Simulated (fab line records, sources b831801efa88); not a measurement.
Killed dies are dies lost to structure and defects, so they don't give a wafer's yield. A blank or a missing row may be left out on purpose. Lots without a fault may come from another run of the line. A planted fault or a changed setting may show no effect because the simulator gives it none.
A sampling plan put to the test | flow gf180mcu | one fab line, 14 faults that these records tell of, each judged on the records of the lots that it struck
The plan is the line's own looks: the steps of the route at which a gauge or an inspection reads the wafer and doesn't change it. A look can be judged if struck wafers have a number there and the file gives its usual mean and standard deviation on fault-free wafers. Caught: at a look after the fault's first step, the mean of the struck wafers lies 4 or more of those standard deviations (sigma) from the usual mean. On the tool: the same test on the tool's own readings at the fault's steps. Another recipe on the struck wafers, or a record that is blank for them alone, also counts as caught.

THE FAULTS, as the simulator had put them in
1. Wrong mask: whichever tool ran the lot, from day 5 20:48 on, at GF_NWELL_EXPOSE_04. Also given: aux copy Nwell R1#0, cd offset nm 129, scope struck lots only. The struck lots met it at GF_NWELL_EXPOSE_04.
2. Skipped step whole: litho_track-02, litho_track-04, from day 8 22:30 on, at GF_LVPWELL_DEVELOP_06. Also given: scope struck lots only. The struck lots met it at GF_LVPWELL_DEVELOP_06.
3. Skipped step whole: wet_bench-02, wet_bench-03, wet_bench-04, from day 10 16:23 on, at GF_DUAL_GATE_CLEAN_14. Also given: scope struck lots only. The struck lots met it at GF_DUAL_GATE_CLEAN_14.
4. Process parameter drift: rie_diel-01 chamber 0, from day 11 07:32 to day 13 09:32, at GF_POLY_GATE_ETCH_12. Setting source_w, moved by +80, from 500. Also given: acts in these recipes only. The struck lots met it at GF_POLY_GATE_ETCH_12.
5. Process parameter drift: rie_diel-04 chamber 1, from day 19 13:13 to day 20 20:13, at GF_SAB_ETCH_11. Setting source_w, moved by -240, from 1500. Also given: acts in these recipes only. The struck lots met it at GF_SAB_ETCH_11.
6. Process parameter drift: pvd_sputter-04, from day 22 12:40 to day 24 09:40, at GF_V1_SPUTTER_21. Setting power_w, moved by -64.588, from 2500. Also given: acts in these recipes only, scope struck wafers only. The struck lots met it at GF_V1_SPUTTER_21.
7. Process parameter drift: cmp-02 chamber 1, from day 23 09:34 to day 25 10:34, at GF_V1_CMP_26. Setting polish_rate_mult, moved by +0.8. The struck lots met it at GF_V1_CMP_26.
8. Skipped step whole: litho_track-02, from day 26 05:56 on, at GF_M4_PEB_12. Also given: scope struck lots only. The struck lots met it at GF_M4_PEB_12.
9. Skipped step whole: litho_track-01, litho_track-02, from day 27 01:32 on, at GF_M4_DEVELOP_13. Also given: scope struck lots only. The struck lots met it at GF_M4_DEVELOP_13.
10. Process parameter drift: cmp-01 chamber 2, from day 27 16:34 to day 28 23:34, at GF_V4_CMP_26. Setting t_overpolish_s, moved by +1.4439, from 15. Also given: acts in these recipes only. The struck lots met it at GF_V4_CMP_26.
11. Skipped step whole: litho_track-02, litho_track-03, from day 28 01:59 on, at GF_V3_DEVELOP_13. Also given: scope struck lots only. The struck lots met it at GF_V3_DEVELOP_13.
12. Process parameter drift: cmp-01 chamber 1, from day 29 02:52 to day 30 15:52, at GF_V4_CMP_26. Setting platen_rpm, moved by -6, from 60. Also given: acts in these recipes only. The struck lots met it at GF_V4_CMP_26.
13. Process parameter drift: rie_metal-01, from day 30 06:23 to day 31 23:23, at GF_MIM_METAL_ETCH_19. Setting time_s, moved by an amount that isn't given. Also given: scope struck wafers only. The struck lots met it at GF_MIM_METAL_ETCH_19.
14. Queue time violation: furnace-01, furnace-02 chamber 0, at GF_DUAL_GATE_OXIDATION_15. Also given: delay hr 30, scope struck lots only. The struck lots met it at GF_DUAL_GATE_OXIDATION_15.

WHAT THE PLAN SAW
fault | on the tool itself                               | first look that catches it                      | reading, sigma | median hours from its first step to that look | hours from the fault's start to the first struck lot there | judged looks passed uncaught
1     | no reading that can be judged                    | no look after it can be judged                  | -              | -                                             | -                                                          | 0
2     | the tool's record is blank for the struck wafers | not the one look that can be judged after it    | -              | -                                             | -                                                          | 1
3     | the tool's record is blank for the struck wafers | no look after it can be judged                  | -              | -                                             | -                                                          | 0
4     | rf_fwd_power_W +44 sigma                         | no look after it can be judged                  | -              | -                                             | -                                                          | 0
5     | rf_fwd_power_W -30 sigma                         | no look after it can be judged                  | -              | -                                             | -                                                          | 0
6     | cathode_dc_power_W -99 or beyond sigma           | no look after it can be judged                  | -              | -                                             | -                                                          | 0
7     | time_to_endpoint_s -9.2 sigma                    | no look after it can be judged                  | -              | -                                             | -                                                          | 0
8     | the tool's record is blank for the struck wafers | no look after it can be judged                  | -              | -                                             | -                                                          | 0
9     | the tool's record is blank for the struck wafers | no look after it can be judged                  | -              | -                                             | -                                                          | 0
10    | overpolish_run_s +99 or beyond sigma             | no look after it can be judged                  | -              | -                                             | -                                                          | 0
11    | the tool's record is blank for the struck wafers | no look after it can be judged                  | -              | -                                             | -                                                          | 0
12    | platen_rpm -99 or beyond sigma                   | no look after it can be judged                  | -              | -                                             | -                                                          | 0
13    | oes_product_au +10 sigma                         | no look after it can be judged                  | -              | -                                             | -                                                          | 0
14    | under 2 sigma                                    | none of the 2 looks that can be judged after it | -              | -                                             | -                                                          | 2
A dash: the fault isn't caught, or these records don't give the number.

Caught at a look: 0 of 14. Caught on the tool: 12 of 14. By one or the other: 12 of 14.
Caught on the tool alone: faults 2, 3, 4, 5, 6, 7, 8, 9, 10, 11, 12, 13.
Caught by neither: faults 1, 14.
